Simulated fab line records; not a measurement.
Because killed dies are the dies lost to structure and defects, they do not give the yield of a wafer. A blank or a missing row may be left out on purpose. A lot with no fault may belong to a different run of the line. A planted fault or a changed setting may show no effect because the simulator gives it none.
2 desks, one fault + flow sfq-line + only its own numbers are on each desk; what lay behind them is given at the end

## FOR THE TOOL OWNER'S DESK: krf-scanner-01
The tool's own readings at SFQ_TRILAYER_I1_VIA_LITHO_EXPOSE_050 (exposes mask I1, target cd 500 nm): means of the sampled wafers that have a number, for each lot that ran on this tool. Marked OUT: a lot whose mean sits more than 4 standard deviations from the usual mean, which makes it out of limits; the brackets give that distance.
Columns: A = exposure-dose-mJ-cm2 at SFQ_TRILAYER_I1_VIA_LITHO_EXPOSE_050, usual 21.305
| lot  | first seen here | A                        |
|------|-----------------|--------------------------|
| L910 | day 25 17:20    | 21.285                   |
| L912 | day 25 23:32    | 21.329                   |
| L923 | day 30 19:35    | 23.339 (+99 or more) OUT |
| L924 | day 31 05:11    | 23.325 (+99 or more) OUT |
This desk's verdict: out of limits on L923, L924, starting with L923 at day 30 19:35 (exposure-dose-mJ-cm2 at SFQ_TRILAYER_I1_VIA_LITHO_EXPOSE_050). Within limits: L910, L912.

## FROM THE METROLOGY DESK
What the gauges read for every lot (on any tool): the sampled wafers with a number, averaged. Marked OUT: a lot whose mean sits more than 4 standard deviations from the usual mean, which makes it out of limits; the brackets give that distance.
Columns: A = M1_OVL at SFQ_M1_OVL_MEAS_911, usual 1 nm; B = I1_BOW at SFQ_I1_BOW_MEAS_912, usual 2 um; C = I1_OVL at SFQ_I1_OVL_MEAS_913, usual 3 nm
| lot  | first seen here | A  | B  | C  |
|------|-----------------|----|----|----|
| L910 | day 18 15:31    | -2 | 7  | 2  |
| L912 | day 19 02:26    | 5  | -0 | -4 |
| L914 | day 20 15:47    | -3 | 7  | 3  |
| L923 | day 24 00:50    | 5  | 2  | -2 |
| L924 | day 24 12:50    | 3  | -5 | -2 |
| L929 | day 30 02:27    | -6 | 6  | 1  |
This desk's verdict: no lot among the 6 shows anything out of limits.

## BROUGHT TOGETHER
The tool owner's desk had the chance to raise an alarm at day 30 19:35 on L923, L924.
The metrology desk saw nothing out of limits.
The metrology desk has L923, L924 on record, within its limits.
Every lot named ran SFQ_TRILAYER_I1_VIA_LITHO_EXPOSE_050 on krf-scanner-01.

## WHAT THE SIMULATOR HAD PUT IN
Process parameters drifting: krf-scanner-01 at SFQ_TRILAYER_I1_VIA_LITHO_EXPOSE_050, beginning at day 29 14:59. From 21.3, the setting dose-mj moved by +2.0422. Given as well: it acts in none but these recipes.
Struck lots among those shown: L923, L924.
Each desk's first reading out of limits, in hours after the fault started: the tool owner's desk, 29.
